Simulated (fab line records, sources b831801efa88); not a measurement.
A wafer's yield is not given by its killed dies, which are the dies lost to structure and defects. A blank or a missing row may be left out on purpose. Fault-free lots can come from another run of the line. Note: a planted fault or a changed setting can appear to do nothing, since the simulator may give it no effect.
fab line records	flow gf180mcu
record: lots: 5	wafers: 15	last_day: 33
route steps=602 shown TOP_METAL@585 PASSIVATION@587
lots untouched by any fault: they come from a run of this same line in which no faults occurred
start_h: hours from the record's opening day to when the first of the lot's shown wafers began	wait_h: hours elapsed since this lot's preceding step	" same as the row above	L1.1+2: one row covering several wafers at once	- no value, or no start given	* or withheld: withheld	< > ~ a bound
route shown NAME@n: names a module that has steps shown in the file, with the first one's number in the route	usual: mean and standard deviation over wafers with no fault	same: alike in all rows	chamber/n: place in a boat	sites: each site's reading	_std_site: standard deviation across them	_edge_site: inner sites' mean taken away from outer sites' mean	radius_mm: for every site, how far away it sits from the centre of the wafer	mask NAME#n: copy n	behind: the most recent tool/chamber to have shaped the wafer	hold: cause of the lot's hold/its duration in hours/its outcome	device: whichever transistor did not switch (one of n, p or np)	end of line: the tests these same wafers got at the end of their route	a step with no rows: only its recipe	killed: dies that structure and defects cost at the first sort, which is not the same as the wafer's yield	map: per-die view of a wafer (x killed, . not killed, _ where there is no die)
set.NAME: the run value of the setting; set.NAME@STEP: its run value at that earlier step	model.NAME: the simulator's own value behind a step, which no gauge read
lots seen at some steps along the route; tables by step, rows by wafer
services: from which hour (start_h, from the record's first day; less than 0 if before it) a tool's chamber was out of use, for how many hours, and why
== steps ==
step: GF_TOP_METAL_STRIP_18
recipe: chemistry: post_etch_residue_remover	time_s: 1200	temp_c: 72.5
usual: bath_guard_temp_C: 72.4/0.41
same: time_s: 1200
lot.wafer	tool	chamber	start_h	wait_h	bath_guard_temp_C
L080.2	wet_bench-04	2	693.63	0.1	72.1
L080.3	"	2	"	"	72.4
L080.4	"	2	"	"	72.2
L086.2	wet_bench-03	3	737.92	0.1	72.6
L086.5	"	3	"	"	72.6
L086.6	"	3	"	"	72.3
L088.1	wet_bench-01	3	748.22	0.1	73.2
L088.3	"	3	"	"	73.3
L088.5	"	3	"	"	73.1
L089.2	wet_bench-01	1	756.87	0.1	72.3
L089.3	"	1	"	"	71.9
L089.5	"	1	"	"	72.4
L092.1	wet_bench-04	0	774.06	0.1	72.0
L092.4	"	0	"	"	72.0
L092.6	"	0	"	"	71.9
step: GF_TOP_METAL_CLEAN_19
recipe: chemistry: DIW	dry: n2_spin
lot.wafer	tool	chamber	start_h	wait_h
L080.2+3+4	wet_bench-01	2	693.97	0.0
L086.2+5+6	wet_bench-01	1	738.26	0.0
L088.1+3+5	wet_bench-04	0	748.56	0.0
L089.2+3+5	wet_bench-04	0	757.21	0.0
L092.1+4+6	wet_bench-01	0	774.94	0.1
step: GF_PASSIVATION_CVD_00
recipe: material: SiO2	target_thk_nm: 1000	precursor: TEOS	temp_c: 400	time_s: 111.95	rf_w: 600
usual: heater_power_w: 659/110
same: time_s: 111.95
lot.wafer	tool	chamber	start_h	wait_h	heater_power_w	since_wet_clean_h
L080.2	pecvd-02	2	694.07	0.0	685	728
L080.3	"	1	"	"	543	728
L080.4	"	0	"	"	787	-
L086.2	pecvd-04	0	738.40	0.0	549	-
L086.5	"	0	"	"	547	-
L086.6	"	0	"	"	608	-
L088.1	pecvd-04	1	748.65	0.0	664	574
L088.3	"	0	"	"	560	-
L088.5	"	0	"	"	625	-
L089.2	pecvd-01	0	757.31	0.0	828	374
L089.3	"	2	"	"	634	374
L089.5	"	1	"	"	559	-
L092.1	pecvd-01	2	775.03	0.0	729	392
L092.4	"	0	"	"	926	-
L092.6	"	2	"	"	750	-
step: GF_PASSIVATION_THK_MEAS_01
recipe: reads: SiO2_of_PASSIVATION_CVD_00
usual: PASSIVATION_CVD_00_THK: 997/15
lot.wafer	tool	chamber	start_h	wait_h	PASSIVATION_CVD_00_THK[nm]
L080.2	film_metro-04	-	694.15	0.0	982
L080.3	"	-	"	"	986
L080.4	"	-	"	"	1012
L086.2	film_metro-04	-	738.61	0.2	1018
L086.5	"	-	"	"	1003
L086.6	"	-	"	"	1021
L088.1	film_metro-04	-	748.77	0.1	1020
L088.3	"	-	"	"	1031
L088.5	"	-	"	"	1032
L089.2	film_metro-03	-	757.39	0.0	976
L089.3	"	-	"	"	966
L089.5	"	-	"	"	1014
L092.1	film_metro-04	-	775.11	0.0	967
L092.4	"	-	"	"	988
L092.6	"	-	"	"	969
step: GF_PASSIVATION_CVD_02
recipe: material: Si3N4	target_thk_nm: 700	time_s: 486.18	temp_c: 400	rf_w: 450
usual: heater_power_w: 727/110
same: time_s: 486.18
lot.wafer	tool	chamber	start_h	wait_h	heater_power_w	since_wet_clean_h
L080.2	pecvd-01	1	694.20	0.0	637	311
L080.3	"	1	"	"	673	-
L080.4	"	0	"	"	802	-
L086.2	pecvd-01	2	738.66	0.0	848	356
L086.5	"	1	"	"	603	-
L086.6	"	2	"	"	656	-
L088.1	pecvd-01	1	748.83	0.1	612	366
L088.3	"	0	"	"	928	366
L088.5	"	1	"	"	663	-
L089.2	pecvd-04	0	757.44	0.0	607	583
L089.3	"	2	"	"	575	583
L089.5	"	0	"	"	670	-
L092.1	pecvd-02	2	775.17	0.1	634	809
L092.4	"	2	"	"	678	-
L092.6	"	1	"	"	541	-
step: GF_PASSIVATION_THK_MEAS_03
recipe: reads: Si3N4_of_PASSIVATION_CVD_02
usual: PASSIVATION_CVD_02_THK: 702/9.4
lot.wafer	tool	chamber	start_h	wait_h	PASSIVATION_CVD_02_THK[nm]
L080.2	film_metro-03	-	694.64	0.3	698
L080.3	"	-	"	"	702
L080.4	"	-	"	"	716
L086.2	film_metro-04	-	738.98	0.2	691
L086.5	"	-	"	"	709
L086.6	"	-	"	"	713
L088.1	film_metro-04	-	749.12	0.1	688
L088.3	"	-	"	"	706
L088.5	"	-	"	"	703
L089.2	film_metro-03	-	757.74	0.2	696
L089.3	"	-	"	"	697
L089.5	"	-	"	"	709
L092.1	film_metro-04	-	775.46	0.1	693
L092.4	"	-	"	"	700
L092.6	"	-	"	"	696
step: GF_PASSIVATION_DEHYDRATE_04
recipe: temp_c: 200	time_s: 60
usual: chill_plate_temp_C: 23.00/0.1
same: time_s: 60
lot.wafer	tool	chamber	start_h	wait_h	chill_plate_temp_C
L080.2	litho_track-03	0	703.35	8.7	22.99
L080.3	"	0	"	"	23.21
L080.4	"	0	"	"	23.01
L086.2	litho_track-02	0	746.50	7.5	23.18
L086.5	"	0	"	"	22.84
L086.6	"	0	"	"	22.91
L088.1	litho_track-03	0	756.62	7.5	22.89
L088.3	"	0	"	"	22.89
L088.5	"	0	"	"	22.74
L089.2	litho_track-03	0	765.39	7.6	22.94
L089.3	"	0	"	"	22.86
L089.5	"	0	"	"	23.13
L092.1	litho_track-03	0	782.87	7.4	22.79
L092.4	"	0	"	"	23.04
L092.6	"	0	"	"	23.12
step: GF_PASSIVATION_HMDS_05
recipe: prime_time_s: 60	prime_temp_c: 120
usual: chill_plate_temp_C: 22.98/0.1
same: prime_time_s: 60
lot.wafer	tool	chamber	start_h	wait_h	chill_plate_temp_C
L080.2	litho_track-03	0	703.50	0.1	22.87
L080.3	"	0	"	"	22.98
L080.4	"	0	"	"	22.98
L086.2	litho_track-02	0	746.65	0.1	22.90
L086.5	"	0	"	"	22.84
L086.6	"	0	"	"	23.20
L088.1	litho_track-03	0	756.77	0.1	22.91
L088.3	"	0	"	"	22.86
L088.5	"	0	"	"	23.03
L089.2	litho_track-03	0	765.54	0.1	23.13
L089.3	"	0	"	"	23.15
L089.5	"	0	"	"	22.89
L092.1	litho_track-03	0	783.02	0.1	22.98
L092.4	"	0	"	"	22.87
L092.6	"	0	"	"	22.82
step: GF_PASSIVATION_COAT_06
recipe: spin_rpm: 2000	resist_thk_nm: 4000
usual: chill_plate_temp_C: 23.01/0.1
lot.wafer	tool	chamber	start_h	wait_h	chill_plate_temp_C
L080.2	litho_track-03	0	703.65	0.1	22.89
L080.3	"	0	"	"	22.94
L080.4	"	0	"	"	23.01
L086.2	litho_track-02	0	746.80	0.1	23.00
L086.5	"	0	"	"	23.08
L086.6	"	0	"	"	23.03
L088.1	litho_track-03	0	756.92	0.1	23.05
L088.3	"	0	"	"	22.96
L088.5	"	0	"	"	23.03
L089.2	litho_track-03	0	765.69	0.1	23.02
L089.3	"	0	"	"	22.84
L089.5	"	0	"	"	23.09
L092.1	litho_track-03	0	783.17	0.1	23.08
L092.4	"	0	"	"	23.05
L092.6	"	0	"	"	23.03
step: GF_PASSIVATION_SOFTBAKE_07
recipe: temp_c: 110	time_s: withheld
usual: chill_plate_temp_C: 22.98/0.11
lot.wafer	tool	chamber	start_h	wait_h	chill_plate_temp_C
L080.2	litho_track-03	0	703.80	0.1	23.02
L080.3	"	0	"	"	22.88
L080.4	"	0	"	"	23.06
L086.2	litho_track-02	0	746.95	0.1	23.03
L086.5	"	0	"	"	23.13
L086.6	"	0	"	"	23.05
L088.1	litho_track-03	0	757.07	0.1	23.17
L088.3	"	0	"	"	22.86
L088.5	"	0	"	"	23.02
L089.2	litho_track-03	0	765.85	0.1	23.01
L089.3	"	0	"	"	23.12
L089.5	"	0	"	"	22.90
L092.1	litho_track-03	0	783.32	0.1	23.08
L092.4	"	0	"	"	23.10
L092.6	"	0	"	"	22.94
step: GF_PASSIVATION_EXPOSE_08
recipe: mask_id: Pad	target_cd_nm: 40000	na: 0.57	dose_mj: 310
lot.wafer	tool	chamber	start_h	wait_h	mask
L080.2+3+4	iline_stepper-01	0	-	-	Pad#0
L086.2+5+6	iline_stepper-01	0	-	-	Pad#0
L088.1+3+5	iline_stepper-02	0	-	-	Pad#0
L089.2+3+5	iline_stepper-02	0	-	-	Pad#0
L092.1+4+6	iline_stepper-01	0	-	-	Pad#0
step: GF_PASSIVATION_PEB_09
recipe: temp_c: 115	time_s: withheld
usual: chill_plate_temp_C: 22.99/0.098
lot.wafer	tool	chamber	start_h	wait_h	chill_plate_temp_C
L080.2	litho_track-03	0	-	-	23.07
L080.3	"	0	"	"	22.96
L080.4	"	0	"	"	22.90
L086.2	litho_track-03	0	-	-	22.97
L086.5	"	0	"	"	22.99
L086.6	"	0	"	"	23.17
L088.1	litho_track-03	0	-	-	23.06
L088.3	"	0	"	"	23.05
L088.5	"	0	"	"	23.12
L089.2	litho_track-03	0	-	-	23.05
L089.3	"	0	"	"	22.86
L089.5	"	0	"	"	22.93
L092.1	litho_track-01	0	-	-	22.85
L092.4	"	0	"	"	22.77
L092.6	"	0	"	"	22.94
step: GF_PASSIVATION_DEVELOP_10
recipe: develop_time_s: 60	dev_temp_c: 23
usual: chill_plate_temp_C: 22.97/0.12
lot.wafer	tool	chamber	start_h	wait_h	chill_plate_temp_C
L080.2	litho_track-03	0	-	-	22.91
L080.3	"	0	"	"	22.86
L080.4	"	0	"	"	22.97
L086.2	litho_track-03	0	-	-	22.88
L086.5	"	0	"	"	22.73
L086.6	"	0	"	"	22.80
L088.1	litho_track-03	0	-	-	22.92
L088.3	"	0	"	"	23.00
L088.5	"	0	"	"	22.90
L089.2	litho_track-03	0	-	-	22.88
L089.3	"	0	"	"	22.80
L089.5	"	0	"	"	22.80
L092.1	litho_track-01	0	-	-	22.95
L092.4	"	0	"	"	22.99
L092.6	"	0	"	"	23.05
step: GF_PASSIVATION_ETCH_11
recipe: chemistry: CF4/O2	target_depth_nm: 2040	stop_on: TiN	source_w: 800	bias_w: 150	pressure_mtorr: 150	cf4_flow_sccm: 80	O2_flow_sccm: 10	time_s: 453.3
usual: O2_flow_sccm: 10.00/0.031	drypump_motor_current_A: 5.7/0.44	oes_product_au: 0.991/0.0054	throttle_valve_pct: 5.968/0.0094
same: time_s: 453.3
lot.wafer	tool	chamber	start_h	wait_h	O2_flow_sccm	drypump_motor_current_A	oes_product_au	rf_hours_counter_h	throttle_valve_pct
L080.2	rie_diel-01	2	713.32	-	9.94	6.6	0.997	5	5.970
L080.3	"	0	"	"	10.01	5.0	0.981	5	5.984
L080.4	"	3	"	"	9.97	5.9	0.987	20	5.971
L086.2	rie_diel-01	3	754.82	-	10.01	5.9	0.987	22	5.980
L086.5	"	0	"	"	9.98	5.0	0.993	-	5.985
L086.6	"	3	"	"	9.99	5.9	0.990	-	5.959
L088.1	rie_diel-01	0	765.37	-	10.07	5.0	0.990	9	5.963
L088.3	"	1	"	"	10.01	5.9	0.991	20	5.967
L088.5	"	2	"	"	10.00	6.5	0.986	-	5.961
L089.2	rie_diel-01	3	773.77	-	9.99	5.9	1.000	24	5.968
L089.3	"	2	"	"	9.99	6.6	0.994	8	5.963
L089.5	"	1	"	"	10.06	5.9	0.990	-	5.981
L092.1	rie_diel-01	3	790.97	-	10.01	5.9	0.996	25	5.972
L092.4	"	1	"	"	10.06	5.9	0.990	22	5.973
L092.6	"	1	"	"	10.03	5.9	1.003	-	5.970
step: GF_PASSIVATION_STRIP_12
recipe: chemistry: O2/N2	power_w: 1400	pressure_mtorr: 1500	platen_temp_c: 250	o2_flow_sccm: 3000	n2_flow_sccm: 300	overash_fraction: 0.5
usual: drypump_motor_current_A: 5.8/0.51	heater_power_w: 326/61	o2_flow_sccm: 3002/9.3	oes_product_au: 0.719/0.0048	strip_time_to_endpoint_s: 32.92/0.25
lot.wafer	tool	chamber	start_h	wait_h	drypump_motor_current_A	heater_power_w	o2_flow_sccm	oes_product_au	rf_hours_counter_h	strip_time_to_endpoint_s
L080.2	plasma_asher-02	1	713.59	0.1	6.2	425	3003	0.719	28	32.89
L080.3	"	0	"	"	5.3	300	3001	0.714	-	33.14
L080.4	"	1	"	"	6.3	432	3003	0.711	-	33.19
L086.2	plasma_asher-03	1	755.22	0.3	4.9	325	3002	0.723	65	32.90
L086.5	"	1	"	"	4.9	322	3008	0.727	-	32.92
L086.6	"	0	"	"	5.7	307	2986	0.714	-	32.88
L088.1	plasma_asher-01	1	765.64	0.1	6.0	322	3004	0.721	3	33.06
L088.3	"	0	"	"	6.4	233	3016	0.721	-	32.81
L088.5	"	0	"	"	6.4	233	2997	0.708	-	32.45
L089.2	plasma_asher-02	0	774.04	0.1	5.4	303	2997	0.721	32	32.65
L089.3	"	1	"	"	6.3	420	2989	0.722	-	32.56
L089.5	"	1	"	"	6.2	437	2979	0.728	-	32.96
L092.1	plasma_asher-01	0	791.23	0.1	6.4	240	3010	0.724	6	32.71
L092.4	"	0	"	"	6.4	238	3008	0.719	-	32.67
L092.6	"	0	"	"	6.3	228	3006	0.713	-	32.59
step: GF_PASSIVATION_ANNEAL_13
recipe: temp_c: 400	time_s: 1800	ambient: N2/H2	idle_temp_c: 300	ramp_up_c_per_min: 10	ramp_down_c_per_min: 3
usual: spike_tc_centre_C: 400.6/1.1	spike_tc_lower_C: 399.7/1.1
same: time_s: 1800
lot.wafer	tool	chamber	start_h	wait_h	spike_tc_centre_C	spike_tc_lower_C
L080.2	furnace-02	0	713.69	0.1	401.4	399.4
L080.3	"	0	"	"	401.4	399.5
L080.4	"	0	"	"	400.1	399.1
L086.2	furnace-02	0	755.32	0.1	399.7	397.5
L086.5	"	0	"	"	400.3	402.4
L086.6	"	0	"	"	399.4	401.0
L088.1	furnace-01	0	765.74	0.1	400.9	399.6
L088.3	"	0	"	"	402.8	398.7
L088.5	"	0	"	"	401.7	398.4
L089.2	furnace-01	0	774.14	0.1	399.9	398.3
L089.3	"	0	"	"	401.9	401.0
L089.5	"	0	"	"	402.2	399.8
L092.1	furnace-02	0	791.33	0.1	399.0	399.8
L092.4	"	0	"	"	402.1	399.9
L092.6	"	0	"	"	399.2	399.7
step: GF_PASSIVATION_BOW_MEAS_14
recipe: mode: bow
usual: PASSIVATION_BOW: 133/9.5
lot.wafer	tool	chamber	start_h	wait_h	PASSIVATION_BOW[um]
L080.2	film_metro-03	-	715.21	0.0	117
L080.3	"	-	"	"	128
L080.4	"	-	"	"	129
L086.2	film_metro-04	-	756.84	0.0	129
L086.5	"	-	"	"	138
L086.6	"	-	"	"	136
L088.1	film_metro-03	-	767.24	0.0	125
L088.3	"	-	"	"	141
L088.5	"	-	"	"	140
L089.2	film_metro-04	-	775.66	0.0	119
L089.3	"	-	"	"	128
L089.5	"	-	"	"	125
L092.1	film_metro-04	-	792.83	0.0	142
L092.4	"	-	"	"	146
L092.6	"	-	"	"	139
== services ==
tool	chamber	start_h	hours	kind
pecvd-02	-	673.07	14.6	pm
rie_diel-01	3	675.53	29.2	repair
plasma_asher-02	-	685.28	2.8	repair
pecvd-01	2	688.63	18.4	repair
iline_stepper-01	-	688.63	3.3	repair
plasma_asher-01	-	688.87	0.8	repair
rie_diel-01	-	691.54	4.3	pm
pecvd-04	-	694.14	28.1	pm
furnace-02	-	694.24	3.2	pm
pecvd-01	-	710.82	5.5	pm
pecvd-02	0	717.43	7.4	repair
rie_diel-01	1	729.88	34.5	repair
wet_bench-04	-	730.41	5.5	repair
iline_stepper-02	-	732.60	11.4	repair
plasma_asher-01	-	733.75	9.0	pm
pecvd-04	2	733.92	16.2	repair
pecvd-04	1	735.55	7.4	repair
furnace-02	-	744.15	3.6	pm
pecvd-04	-	747.63	0.4	repair
wet_bench-01	-	751.88	2.5	repair
rie_diel-01	2	753.44	9.1	repair
iline_stepper-01	-	758.76	1.7	pm
rie_diel-01	-	771.55	0.6	repair
pecvd-04	0	777.86	7.6	repair
== key ==
fault none
